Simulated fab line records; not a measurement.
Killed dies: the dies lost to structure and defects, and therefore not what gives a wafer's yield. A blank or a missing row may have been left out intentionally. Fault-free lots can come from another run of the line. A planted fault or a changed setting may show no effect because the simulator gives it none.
Chamber matching | flow sky130 | SKY_CONTACT_CMP_27 on cmp-01 has 4 sister chambers
The step polishes, stops on SiO2, t overpolish 15 s, target thk 0 nm. 4 wafers are shown with their chamber, then 12 later ones without.

WAFERS WITH THEIR CHAMBER
wafer  | chamber | motor current A (A)
L088.1 | 0       | 10.4
L090.6 | 1       | 11.4
L091.3 | 2       | 9.7
L091.6 | 3       | 9.8

WAFERS WITH NO CHAMBER GIVEN
wafer  | motor current A (A)
L093.1 | 10.5
L093.3 | 11.3
L093.4 | 10.4
L095.1 | 10.7
L095.4 | 10.1
L095.5 | 9.9
L096.2 | 11.0
L096.3 | 9.6
L096.6 | 10.1
L097.3 | 10.5
L097.4 | 10.4
L097.6 | 11.0

EACH ONE'S CHAMBER
wafer  | from the rows above          | in truth
L093.1 | 0                            | 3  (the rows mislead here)
L093.3 | 1                            | 1
L093.4 | 0                            | 0
L095.1 | can't be placed: 0 or 1      | 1
L095.4 | can't be placed: 3 or 0 or 2 | 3
L095.5 | can't be placed: 3 or 2 or 0 | 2
L096.2 | can't be placed: 1 or 0      | 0
L096.3 | can't be placed: 2 or 3      | 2
L096.6 | can't be placed: 3 or 0 or 2 | 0
L097.3 | 0                            | 0
L097.4 | 0                            | 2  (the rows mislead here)
L097.6 | can't be placed: 1 or 0      | 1
3 of 12 placed correctly. These rows do not allow placing 7 (true chamber among the candidates in 7). 2 placed wrongly.
How it was worked out, from the rows above alone: a wafer's distance from a chamber is the root of the sum, over the readings, of the square of ((its reading less the chamber's mean) divided by the reading's scatter). If the next closest chamber is less than 2 further off than the closest, the wafer can't be placed; otherwise it belongs to the closest. Each chamber's mean is taken over the wafers shown for it. The scatter: root of mean squared gap, hidden wafer to nearest shown wafer, with one shown wafer a chamber.
